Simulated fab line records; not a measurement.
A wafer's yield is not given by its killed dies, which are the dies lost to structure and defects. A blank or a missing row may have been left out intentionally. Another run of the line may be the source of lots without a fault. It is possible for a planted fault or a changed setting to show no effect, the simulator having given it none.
fab line records + flow gf180mcu
record:
- lots: 6
- wafers: 18
- lastDay: 34
route steps=602 shown V2@401 M3@409
lots with no fault: from the same line, run without faults
startH: the number of hours between the record's first day and the start of the first shown wafer of the lot + waitH: hours elapsed since this lot's preceding step + " the same as in the row above + L1.1+2: a row that stands for several wafers + - no value, or no start was given + * or withheld: withheld + < > ~ a bound
route shown NAME@n: a module of which the file shows steps, and the number in the route of the first + usual: mean/standard deviation of fault-free wafers + same: alike in all rows + chamber/n: place in a boat + sites: per-site readings + _std_site: how widely they spread, as a standard deviation + _edge_site: outer sites' mean less inner sites' + radiusMm: for every site, how far away it sits from the centre of the wafer + mask NAME#n: copy n + behind: the most recent tool/chamber to have shaped the wafer + hold: cause of the lot's hold/its duration in hours/its outcome + device: which transistor (n, p or np) failed to switch + end of line: tests of these same wafers at the route's end + a step given without rows: its recipe and nothing more + killed: the dies lost at the first sort to structure and to defects; this is not the yield of the wafer + map: shows each die of a wafer: x if killed, . if not, _ if none is there
set.NAME: the setting that was run; set.NAME@STEP: the one run at that earlier step + model.NAME: the simulator's own value behind a step, which no gauge read
lots at some steps of the route; a table a step, a row a wafer
services: from which hour (startH, from the record's first day; less than 0 if before it) a tool's chamber was out of use, for how many hours, and why
== steps ==
step: GF_V2_STRIP_19
recipe:
- chemistry: postEtchResidueRemover
- timeS: 1200
- tempC: 72.5
step: GF_V2_CLEAN_20
recipe:
- chemistry: DIW
- dry: n2Spin
step: GF_V2_SPUTTER_21
recipe:
- material: Ti
- targetThkNm: 15
- chamberPressurePa: 5
- powerW: 2500
- substrateTempC: 200
- timeS: 80.02
step: GF_V2_SPUTTER_22
recipe:
- material: TiN
- targetThkNm: 10
- chamberPressurePa: 5
- powerW: 4000
- timeS: 40
usual:
- cathodeDcPowerW: 4000.0/0.77
- chamberPressurePa: 5.000/0.01
- throttleValvePct: 30.3/0.75
| lot.wafer | tool          | chamber | startH | waitH | cathodeDcPowerW | chamberPressurePa | throttleValvePct |
|-----------|---------------|---------|--------|-------|-----------------|-------------------|------------------|
| L961.2    | pvdSputter-03 | -       | 499.45 | 0.0   | 4000.3          | 5.002             | 29.3             |
| L961.3    | "             | -       | "      | "     | 3999.5          | 4.994             | 30.8             |
| L961.4    | "             | -       | "      | "     | 4000.2          | 4.986             | 31.3             |
| L962.1    | pvdSputter-02 | -       | 512.82 | 0.0   | 3999.6          | 5.003             | 30.4             |
| L962.2    | "             | -       | "      | "     | 3999.9          | 5.025             | 30.1             |
| L962.5    | "             | -       | "      | "     | 3999.3          | 4.993             | 31.1             |
| L970.2    | pvdSputter-04 | -       | 578.50 | 0.0   | 3999.8          | 5.000             | 28.7             |
| L970.4    | "             | -       | "      | "     | 4001.1          | 5.013             | 30.2             |
| L970.5    | "             | -       | "      | "     | 4000.0          | 5.015             | 30.4             |
| L971.1    | pvdSputter-03 | -       | 581.58 | 0.0   | 4000.8          | 4.989             | 31.7             |
| L971.4    | "             | -       | "      | "     | 4000.1          | 4.993             | 29.3             |
| L971.6    | "             | -       | "      | "     | 4000.5          | 5.000             | 31.6             |
| L972.2    | pvdSputter-03 | -       | 594.12 | 0.0   | 3999.8          | 4.992             | 31.1             |
| L972.3    | "             | -       | "      | "     | 4000.0          | 4.992             | 31.6             |
| L972.6    | "             | -       | "      | "     | 4000.3          | 4.997             | 31.5             |
| L980.3    | pvdSputter-04 | -       | 650.22 | 0.0   | 4000.6          | 4.976             | 30.2             |
| L980.4    | "             | -       | "      | "     | 3998.7          | 5.012             | 28.8             |
| L980.5    | "             | -       | "      | "     | 3999.7          | 4.976             | 30.6             |
step: GF_V2_CVD_23
recipe:
- material: W
- targetThkNm: 350
- timeS: 104.94
- tempC: 400
- pressureTorr: 40
usual:
- chamberPressureTorr: 39.99/0.09
- heaterPowerW: 901/69
| lot.wafer | tool    | chamber | startH | waitH | chamberPressureTorr | heaterPowerW |
|-----------|---------|---------|--------|-------|---------------------|--------------|
| L961.2    | cvdW-02 | 0       | 499.48 | 0.0   | 39.98               | 1012         |
| L961.3    | "       | 1       | "      | "     | 40.01               | 866          |
| L961.4    | "       | 0       | "      | "     | 39.92               | 1001         |
| L962.1    | cvdW-02 | 1       | 512.86 | 0.0   | 39.88               | 869          |
| L962.2    | "       | 0       | "      | "     | 39.90               | 989          |
| L962.5    | "       | 0       | "      | "     | 40.02               | 975          |
| L970.2    | cvdW-02 | 0       | 578.54 | 0.0   | 40.01               | 980          |
| L970.4    | "       | 0       | "      | "     | 39.85               | 989          |
| L970.5    | "       | 1       | "      | "     | 39.82               | 860          |
| L971.1    | cvdW-02 | 1       | 581.62 | 0.0   | 39.97               | 883          |
| L971.4    | "       | 0       | "      | "     | 40.04               | 999          |
| L971.6    | "       | 1       | "      | "     | 40.16               | 887          |
| L972.2    | cvdW-02 | 1       | 594.16 | 0.0   | 40.08               | 864          |
| L972.3    | "       | 0       | "      | "     | 40.13               | 1019         |
| L972.6    | "       | 1       | "      | "     | 39.90               | 874          |
| L980.3    | cvdW-02 | 1       | 650.29 | 0.1   | 39.97               | 880          |
| L980.4    | "       | 0       | "      | "     | 40.06               | 1011         |
| L980.5    | "       | 0       | "      | "     | 40.07               | 984          |
step: GF_V2_RS_MEAS_24
recipe:
- thkMeasGauge: four-point-probe
- reads: W_of_V2_CVD_23+TiN_of_V2_SPUTTER_22+Ti_of_V2_SPUTTER_21
usual:
- V2_W_RS: 0.327/0.0033
| lot.wafer | tool         | chamber | startH | waitH | V2_W_RS[ohm/sq] |
|-----------|--------------|---------|--------|-------|-----------------|
| L961.2    | filmMetro-01 | -       | 499.62 | 0.1   | 0.321           |
| L961.3    | "            | -       | "      | "     | 0.326           |
| L961.4    | "            | -       | "      | "     | 0.327           |
| L962.1    | filmMetro-01 | -       | 512.97 | 0.1   | 0.329           |
| L962.2    | "            | -       | "      | "     | 0.332           |
| L962.5    | "            | -       | "      | "     | 0.331           |
| L970.2    | filmMetro-03 | -       | 578.68 | 0.1   | 0.323           |
| L970.4    | "            | -       | "      | "     | 0.324           |
| L970.5    | "            | -       | "      | "     | 0.329           |
| L971.1    | filmMetro-03 | -       | 581.73 | 0.1   | 0.327           |
| L971.4    | "            | -       | "      | "     | 0.323           |
| L971.6    | "            | -       | "      | "     | 0.328           |
| L972.2    | filmMetro-03 | -       | 594.29 | 0.1   | 0.336           |
| L972.3    | "            | -       | "      | "     | 0.327           |
| L972.6    | "            | -       | "      | "     | 0.332           |
| L980.3    | filmMetro-01 | -       | 650.41 | 0.1   | 0.333           |
| L980.4    | "            | -       | "      | "     | 0.329           |
| L980.5    | "            | -       | "      | "     | 0.328           |
step: GF_V2_THK_MEAS_25
recipe:
- thkMeasGauge: xrf
- reads: W_of_V2_CVD_23
usual:
- V2_W_THK: 361/4.6
| lot.wafer | tool         | chamber | startH | waitH | V2_W_THK[nm] |
|-----------|--------------|---------|--------|-------|--------------|
| L961.2    | filmMetro-01 | -       | 499.73 | 0.1   | 365          |
| L961.3    | "            | -       | "      | "     | 360          |
| L961.4    | "            | -       | "      | "     | 360          |
| L962.1    | filmMetro-01 | -       | 513.09 | 0.1   | 356          |
| L962.2    | "            | -       | "      | "     | 352          |
| L962.5    | "            | -       | "      | "     | 353          |
| L970.2    | filmMetro-03 | -       | 578.79 | 0.1   | 367          |
| L970.4    | "            | -       | "      | "     | 368          |
| L970.5    | "            | -       | "      | "     | 361          |
| L971.1    | filmMetro-03 | -       | 581.85 | 0.1   | 365          |
| L971.4    | "            | -       | "      | "     | 367          |
| L971.6    | "            | -       | "      | "     | 363          |
| L972.2    | filmMetro-03 | -       | 594.40 | 0.1   | 354          |
| L972.3    | "            | -       | "      | "     | 363          |
| L972.6    | "            | -       | "      | "     | 359          |
| L980.3    | filmMetro-01 | -       | 650.51 | 0.1   | 355          |
| L980.4    | "            | -       | "      | "     | 361          |
| L980.5    | "            | -       | "      | "     | 361          |
step: GF_V2_CMP_26
recipe:
- stopOn: SiO2
- downForcePsi: 3.5
- platenRpm: 60
- tOverpolishS: 15
- targetThkNm: 0
- padVelocityMS: 0.94248
usual:
- motorCurrentA: 11.0/1.3
- overpolishRunS: 15.000/0.0083
- timeToEndpointS: 82.6/2.8
| lot.wafer | tool   | chamber | startH | waitH | motorCurrentA | overpolishRunS | timeToEndpointS |
|-----------|--------|---------|--------|-------|---------------|----------------|-----------------|
| L961.3    | cmp-01 | 0       | 499.78 | 0.0   | 10.0          | 15.005         | 81.9            |
| L961.4    | "      | 2       | "      | "     | 11.3          | 15.008         | 82.2            |
| L961.2    | "      | 3       | "      | "     | 10.2          | 14.997         | 84.0            |
| L962.2    | cmp-01 | 1       | 513.20 | 0.1   | 10.3          | 15.008         | 81.4            |
| L962.1    | "      | 3       | "      | "     | 10.1          | 14.999         | 84.6            |
| L962.5    | "      | 1       | "      | "     | 10.4          | 15.009         | 78.6            |
| L970.2    | cmp-02 | 1       | 578.89 | 0.1   | 10.8          | 14.990         | 82.4            |
| L970.4    | "      | 2       | "      | "     | 12.1          | 15.004         | 81.1            |
| L970.5    | "      | 0       | "      | "     | 8.9           | 15.004         | 81.9            |
| L971.4    | cmp-02 | 0       | 581.96 | 0.1   | 9.9           | 15.000         | 80.8            |
| L971.1    | "      | 2       | "      | "     | 11.5          | 15.002         | 79.6            |
| L971.6    | "      | 0       | "      | "     | 9.6           | 15.008         | 81.7            |
| L972.2    | cmp-02 | 0       | 594.55 | 0.1   | 9.5           | 14.995         | 77.9            |
| L972.3    | "      | 1       | "      | "     | 10.5          | 14.994         | 81.1            |
| L972.6    | "      | 3       | "      | "     | 13.0          | 15.019         | 79.5            |
| L980.3    | cmp-01 | 0       | 650.60 | 0.1   | 10.8          | 14.993         | 80.6            |
| L980.4    | "      | 2       | "      | "     | 11.2          | 14.996         | 81.6            |
| L980.5    | "      | 0       | "      | "     | 9.7           | 14.997         | 85.5            |
step: GF_M3_SPUTTER_00
recipe:
- material: Ti
- targetThkNm: 37.5
- arrivingIonEnergyEv: 80
- substrateTempC: 200
- chamberPressurePa: 2
- powerW: 4000
- timeS: 150
step: GF_M3_SPUTTER_01
recipe:
- material: TiN
- targetThkNm: 30
- powerW: 6500
- timeS: 25
- chamberPressurePa: 0.4
step: GF_M3_SPUTTER_02
recipe:
- material: AlCu
- targetThkNm: 450
- powerW: 10600
- timeS: 23.9
- chamberPressurePa: 0.4
usual:
- cathodeDcPowerW: 10600/1.8
- chamberPressurePa: 0.4000/0.0009
- throttleValvePct: 30.0/0.76
| lot.wafer | tool          | chamber | startH | waitH | cathodeDcPowerW | chamberPressurePa | throttleValvePct |
|-----------|---------------|---------|--------|-------|-----------------|-------------------|------------------|
| L961.2    | pvdSputter-04 | -       | 500.21 | 0.0   | 10601           | 0.3999            | 30.3             |
| L961.3    | "             | -       | "      | "     | 10599           | 0.4004            | 30.4             |
| L961.4    | "             | -       | "      | "     | 10602           | 0.3985            | 28.7             |
| L962.1    | pvdSputter-01 | -       | 513.58 | 0.0   | 10602           | 0.4001            | 29.3             |
| L962.2    | "             | -       | "      | "     | 10598           | 0.4010            | 30.3             |
| L962.5    | "             | -       | "      | "     | 10599           | 0.4005            | 30.0             |
| L970.2    | pvdSputter-01 | -       | 579.27 | 0.0   | 10598           | 0.4018            | 30.0             |
| L970.4    | "             | -       | "      | "     | 10597           | 0.4008            | 30.4             |
| L970.5    | "             | -       | "      | "     | 10597           | 0.4009            | 30.0             |
| L971.1    | pvdSputter-01 | -       | 582.34 | 0.0   | 10601           | 0.3987            | 30.1             |
| L971.4    | "             | -       | "      | "     | 10599           | 0.3996            | 30.4             |
| L971.6    | "             | -       | "      | "     | 10600           | 0.4002            | 29.1             |
| L972.2    | pvdSputter-01 | -       | 594.88 | 0.0   | 10597           | 0.4015            | 29.7             |
| L972.3    | "             | -       | "      | "     | 10600           | 0.3998            | 30.2             |
| L972.6    | "             | -       | "      | "     | 10598           | 0.3981            | 29.1             |
| L980.3    | pvdSputter-03 | -       | 650.98 | 0.0   | 10601           | 0.4001            | 31.3             |
| L980.4    | "             | -       | "      | "     | 10604           | 0.3998            | 30.6             |
| L980.5    | "             | -       | "      | "     | 10599           | 0.4005            | 31.0             |
step: GF_M3_SPUTTER_03
recipe:
- material: Ti
- targetThkNm: 10
- substrateTempC: 300
- chamberPressurePa: 0.3
- powerW: 3000
- timeS: 6.7
usual:
- cathodeDcPowerW: 3000.0/0.55
- chamberPressurePa: 0.3000/0.00065
- throttleValvePct: 30.1/0.78
| lot.wafer | tool          | chamber | startH | waitH | cathodeDcPowerW | chamberPressurePa | throttleValvePct |
|-----------|---------------|---------|--------|-------|-----------------|-------------------|------------------|
| L961.2    | pvdSputter-04 | -       | 500.24 | 0.0   | 2999.8          | 0.3002            | 30.5             |
| L961.3    | "             | -       | "      | "     | 3000.3          | 0.3009            | 30.3             |
| L961.4    | "             | -       | "      | "     | 3000.1          | 0.3006            | 28.6             |
| L962.1    | pvdSputter-01 | -       | 513.61 | 0.0   | 2999.5          | 0.3010            | 29.5             |
| L962.2    | "             | -       | "      | "     | 2999.6          | 0.3000            | 30.3             |
| L962.5    | "             | -       | "      | "     | 2999.9          | 0.2998            | 29.8             |
| L970.2    | pvdSputter-01 | -       | 579.30 | 0.0   | 3000.1          | 0.3005            | 30.2             |
| L970.4    | "             | -       | "      | "     | 3000.5          | 0.3004            | 30.2             |
| L970.5    | "             | -       | "      | "     | 3000.4          | 0.3003            | 30.3             |
| L971.1    | pvdSputter-01 | -       | 582.37 | 0.0   | 2999.3          | 0.2994            | 30.0             |
| L971.4    | "             | -       | "      | "     | 2999.8          | 0.3003            | 30.6             |
| L971.6    | "             | -       | "      | "     | 2999.6          | 0.3008            | 29.2             |
| L972.2    | pvdSputter-01 | -       | 594.91 | 0.0   | 3000.5          | 0.3003            | 29.9             |
| L972.3    | "             | -       | "      | "     | 2999.3          | 0.3001            | 30.3             |
| L972.6    | "             | -       | "      | "     | 2999.7          | 0.3001            | 29.2             |
| L980.3    | pvdSputter-03 | -       | 651.01 | 0.0   | 2999.7          | 0.2997            | 31.3             |
| L980.4    | "             | -       | "      | "     | 3000.6          | 0.2998            | 30.7             |
| L980.5    | "             | -       | "      | "     | 2999.8          | 0.2999            | 31.1             |
step: GF_M3_SPUTTER_04
recipe:
- material: TiN
- targetThkNm: 50
- powerW: 6500
- timeS: 41.7
- chamberPressurePa: 0.4
usual:
- cathodeDcPowerW: 6500.0/1.1
- chamberPressurePa: 0.4000/0.00069
- throttleValvePct: 30.0/0.77
| lot.wafer | tool          | chamber | startH | waitH | cathodeDcPowerW | chamberPressurePa | throttleValvePct |
|-----------|---------------|---------|--------|-------|-----------------|-------------------|------------------|
| L961.2    | pvdSputter-04 | -       | 500.26 | 0.0   | -               | -                 | -                |
| L961.3    | "             | -       | "      | "     | -               | -                 | -                |
| L961.4    | "             | -       | "      | "     | -               | -                 | -                |
| L962.1    | pvdSputter-01 | -       | 513.63 | 0.0   | -               | -                 | -                |
| L962.2    | "             | -       | "      | "     | -               | -                 | -                |
| L962.5    | "             | -       | "      | "     | -               | -                 | -                |
| L970.2    | pvdSputter-01 | -       | 579.32 | 0.0   | 6500.7          | 0.3990            | 30.0             |
| L970.4    | "             | -       | "      | "     | 6497.9          | 0.3997            | 30.0             |
| L970.5    | "             | -       | "      | "     | 6501.4          | 0.3996            | 29.8             |
| L971.1    | pvdSputter-01 | -       | 582.40 | 0.0   | 6499.1          | 0.3991            | 30.2             |
| L971.4    | "             | -       | "      | "     | 6499.7          | 0.4012            | 30.1             |
| L971.6    | "             | -       | "      | "     | 6500.8          | 0.4007            | 29.0             |
| L972.2    | pvdSputter-01 | -       | 594.93 | 0.0   | 6500.4          | 0.4010            | 29.8             |
| L972.3    | "             | -       | "      | "     | 6498.7          | 0.3995            | 30.5             |
| L972.6    | "             | -       | "      | "     | 6499.0          | 0.3996            | 28.9             |
| L980.3    | pvdSputter-03 | -       | 651.03 | 0.0   | 6501.1          | 0.4010            | 31.1             |
| L980.4    | "             | -       | "      | "     | 6500.5          | 0.4001            | 30.8             |
| L980.5    | "             | -       | "      | "     | 6499.4          | 0.4008            | 31.1             |
step: GF_M3_THK_MEAS_06
recipe:
- thkMeasGauge: xrf
- reads: AlCu_of_M3_SPUTTER_02
usual:
- M3_ALCU_THK: 439/5
| lot.wafer | tool         | chamber | startH | waitH | M3_ALCU_THK[nm] |
|-----------|--------------|---------|--------|-------|-----------------|
| L961.2    | filmMetro-04 | -       | 500.43 | 0.1   | 477             |
| L961.3    | "            | -       | "      | "     | 481             |
| L961.4    | "            | -       | "      | "     | 483             |
| L962.1    | filmMetro-04 | -       | 513.79 | 0.1   | 493             |
| L962.2    | "            | -       | "      | "     | 488             |
| L962.5    | "            | -       | "      | "     | 492             |
| L970.2    | filmMetro-04 | -       | 579.49 | 0.1   | 444             |
| L970.4    | "            | -       | "      | "     | 437             |
| L970.5    | "            | -       | "      | "     | 438             |
| L971.1    | filmMetro-04 | -       | 582.55 | 0.1   | 430             |
| L971.4    | "            | -       | "      | "     | 435             |
| L971.6    | "            | -       | "      | "     | 430             |
| L972.2    | filmMetro-04 | -       | 595.10 | 0.1   | 433             |
| L972.3    | "            | -       | "      | "     | 436             |
| L972.6    | "            | -       | "      | "     | 436             |
| L980.3    | filmMetro-04 | -       | 651.21 | 0.1   | 442             |
| L980.4    | "            | -       | "      | "     | 438             |
| L980.5    | "            | -       | "      | "     | 440             |
step: GF_M3_DEHYDRATE_07
recipe:
- tempC: 200
- timeS: 60
step: GF_M3_HMDS_08
recipe:
- primeTimeS: 60
- primeTempC: 120
step: GF_M3_COAT_09
recipe:
- resist: KrF
- spinRpm: withheld
- resistThkNm: 1000
step: GF_M3_SOFTBAKE_10
recipe:
- tempC: 130
- timeS: 60
- resist: KrF
step: GF_M3_EXPOSE_11
recipe:
- maskId: Metal3
- targetCdNm: 280
- na: 0.68
- sourceShape: conventional
- sigmaOuter: 0.6
- doseMj: 28
step: GF_M3_PEB_12
recipe:
- pebTempC: 135
- pebTimeS: 90
- resist: KrF
step: GF_M3_DEVELOP_13
recipe:
- developTimeS: 60
- devTempC: 21
step: GF_M3_CD_MEAS_14
recipe:
- targetCdNm: 280
usual:
- cdNm: 280.1/1.2
| lot.wafer | tool     | chamber | startH | waitH | cdNm  |
|-----------|----------|---------|--------|-------|-------|
| L961.2    | cdSem-02 | -       | 523.51 | 0.1   | 278.7 |
| L961.3    | "        | -       | "      | "     | 278.4 |
| L961.4    | "        | -       | "      | "     | 279.1 |
| L962.1    | cdSem-01 | -       | 536.83 | 0.1   | 279.8 |
| L962.2    | "        | -       | "      | "     | 281.0 |
| L962.5    | "        | -       | "      | "     | 280.8 |
| L970.2    | cdSem-02 | -       | 600.55 | 0.1   | 282.5 |
| L970.4    | "        | -       | "      | "     | 281.6 |
| L970.5    | "        | -       | "      | "     | 281.7 |
| L971.1    | cdSem-02 | -       | 603.78 | 0.1   | 278.7 |
| L971.4    | "        | -       | "      | "     | 278.4 |
| L971.6    | "        | -       | "      | "     | 278.8 |
| L972.2    | cdSem-01 | -       | 615.95 | 0.1   | 280.7 |
| L972.3    | "        | -       | "      | "     | 278.2 |
| L972.6    | "        | -       | "      | "     | 278.8 |
| L980.3    | cdSem-02 | -       | 670.47 | 0.1   | 280.7 |
| L980.4    | "        | -       | "      | "     | 281.7 |
| L980.5    | "        | -       | "      | "     | 281.2 |
step: GF_M3_OVL_MEAS_15
usual:
- M3_OVL: -1/4.9
| lot.wafer | tool       | chamber | startH | waitH | M3_OVL[nm] |
|-----------|------------|---------|--------|-------|------------|
| L961.2    | overlay-01 | -       | 523.62 | 0.1   | -8         |
| L961.3    | "          | -       | "      | "     | -6         |
| L961.4    | "          | -       | "      | "     | 1          |
| L962.1    | overlay-02 | -       | 536.95 | 0.1   | -6         |
| L962.2    | "          | -       | "      | "     | 2          |
| L962.5    | "          | -       | "      | "     | -12        |
| L970.2    | overlay-01 | -       | 600.66 | 0.1   | 0          |
| L970.4    | "          | -       | "      | "     | 8          |
| L970.5    | "          | -       | "      | "     | 10         |
| L971.1    | overlay-01 | -       | 603.90 | 0.1   | 2          |
| L971.4    | "          | -       | "      | "     | -1         |
| L971.6    | "          | -       | "      | "     | 3          |
| L972.2    | overlay-01 | -       | 616.06 | 0.1   | 0          |
| L972.3    | "          | -       | "      | "     | 7          |
| L972.6    | "          | -       | "      | "     | 5          |
| L980.3    | overlay-01 | -       | 670.57 | 0.1   | -8         |
| L980.4    | "          | -       | "      | "     | -5         |
| L980.5    | "          | -       | "      | "     | -3         |
step: GF_M3_METAL_ETCH_16
recipe:
- chemistry: Cl2/BCl3
- maskMaterial: KrF
- targetDepthNm: 627.5
- stopOn: SiO2
- pressureMtorr: 8
- icpW: 800
- biasW: 140
- Cl2_flow_sccm: 80
- bcl3FlowSccm: 40
- timeS: 104.6
usual:
- drypumpMotorCurrentA: 6.00/0.25
- oesProductAu: 0.972/0.0064
- throttleValvePct: 28.248/0.01
| lot.wafer | tool        | chamber | startH | waitH | drypumpMotorCurrentA | oesProductAu | rfHoursCounterH | throttleValvePct |
|-----------|-------------|---------|--------|-------|----------------------|--------------|-----------------|------------------|
| L961.2    | rieMetal-03 | 1       | 523.65 | 0.0   | 5.65                 | 0.984        | 10              | 28.227           |
| L961.3    | "           | 1       | "      | "     | 5.64                 | 0.992        | -               | 28.234           |
| L961.4    | "           | 0       | "      | "     | 6.40                 | 0.991        | -               | 28.216           |
| L962.1    | rieMetal-04 | 1       | 536.99 | 0.0   | 5.70                 | 0.992        | 5               | 28.237           |
| L962.2    | "           | 0       | "      | "     | 5.96                 | 0.988        | 1               | 28.235           |
| L962.5    | "           | 0       | "      | "     | 5.95                 | 0.991        | -               | 28.218           |
| L970.2    | rieMetal-02 | 0       | 600.69 | 0.0   | 6.14                 | 0.974        | 1               | 28.248           |
| L970.4    | "           | 0       | "      | "     | 6.16                 | 0.973        | -               | 28.261           |
| L970.5    | "           | 0       | "      | "     | 6.14                 | 0.962        | -               | 28.221           |
| L971.1    | rieMetal-03 | 0       | 603.94 | 0.0   | 6.41                 | 0.970        | 0               | 28.271           |
| L971.4    | "           | 0       | "      | "     | 6.42                 | 0.973        | -               | 28.256           |
| L971.6    | "           | 0       | "      | "     | 6.39                 | 0.969        | -               | 28.241           |
| L972.2    | rieMetal-02 | 1       | 616.09 | 0.0   | 5.97                 | 0.964        | 2               | 28.251           |
| L972.3    | "           | 1       | "      | "     | 5.99                 | 0.971        | -               | 28.255           |
| L972.6    | "           | 1       | "      | "     | 5.97                 | 0.971        | -               | 28.252           |
| L980.3    | rieMetal-02 | 0       | 670.63 | 0.1   | 6.14                 | 0.973        | -               | 28.244           |
| L980.4    | "           | 1       | "      | "     | 5.98                 | 0.973        | -               | 28.244           |
| L980.5    | "           | 1       | "      | "     | 5.97                 | 0.972        | -               | 28.270           |
step: GF_M3_STRIP_17
recipe:
- chemistry: O2/N2
- powerW: 1400
- pressureMtorr: 1500
- platenTempC: 250
- o2FlowSccm: 3000
- n2FlowSccm: 300
- overashFraction: 0.5
== services ==
| tool          | chamber | startH | hours | kind                  |
|---------------|---------|--------|-------|-----------------------|
| cmp-02        | -       | 482.59 | 1.3   | repair                |
| cvdW-02       | -       | 486.22 | 5.5   | repair                |
| rieMetal-04   | 1       | 493.65 | 5.0   | repair                |
| cmp-02        | -       | 510.26 | 17.4  | pm                    |
| pvdSputter-01 | 0       | 521.11 | -     | consumableReplace:kit |
| pvdSputter-01 | 0       | 521.11 | 18.0  | scheduledDown         |
| pvdSputter-01 | 0       | 521.11 | 18.0  | ventCycle             |
| cmp-02        | -       | 534.16 | 1.7   | repair                |
| cmp-01        | -       | 542.74 | 15.3  | pm                    |
| cmp-01        | -       | 565.78 | 4.6   | repair                |
| cmp-02        | -       | 567.36 | 0.5   | repair                |
| cmp-02        | -       | 572.00 | 4.0   | pm                    |
| rieMetal-04   | -       | 586.69 | 1.0   | repair                |
| pvdSputter-03 | 2       | 593.03 | -     | consumableReplace:kit |
| pvdSputter-03 | 2       | 593.03 | 18.0  | scheduledDown         |
| pvdSputter-03 | 2       | 593.03 | 18.0  | ventCycle             |
| pvdSputter-04 | -       | 612.29 | 5.0   | repair                |
| rieMetal-04   | 0       | 625.40 | 8.5   | repair                |
| cvdW-02       | -       | 625.47 | 0.3   | repair                |
| cmp-02        | -       | 630.74 | 3.7   | pm                    |
| pvdSputter-02 | -       | 636.51 | 1.5   | repair                |
| pvdSputter-01 | 3       | 657.47 | -     | consumableReplace:kit |
| pvdSputter-01 | 3       | 657.47 | 18.0  | scheduledDown         |
| pvdSputter-01 | 3       | 657.47 | 18.0  | ventCycle             |
== key ==
firstSign:
- step: GF_M3_SPUTTER_04
- reading: toolRecord
- direction: missing
effect:
- step: GF_M3_THK_MEAS_06
- reading: M3_ALCU_THK
- direction: up
- sigmas: 9.3
- usual: 439
- struck: 485
effect:
- step: GF_M3_METAL_ETCH_16
- reading: oesProductAu
- direction: up
- sigmas: 2.7
- usual: 0.972
- struck: 0.990
metAt GF_M3_SPUTTER_04
struckWafers L961.2,L961.3,L961.4,L962.1,L962.2,L962.5
laterRowsLeftOut L961.2,L961.3,L961.4,L962.1,L962.2,L962.5
sortLeftOut L961.2,L961.3,L961.4,L962.1,L962.2,L962.5
fault:
- kind: skippedStepWhole
- tool: pvdSputter-01,pvdSputter-04
- chamber: -
- onsetH: 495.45
- steps: GF_M3_SPUTTER_04
- scope: struckLotsOnly
sortLeftOut: the simulated sort isn't trusted on such a fault, so these wafers' sort isn't shown, and their yield isn't known
laterRowsLeftOut: the simulator's readings of these wafers behind a module that went badly wrong aren't trusted and aren't shown, but for the sort
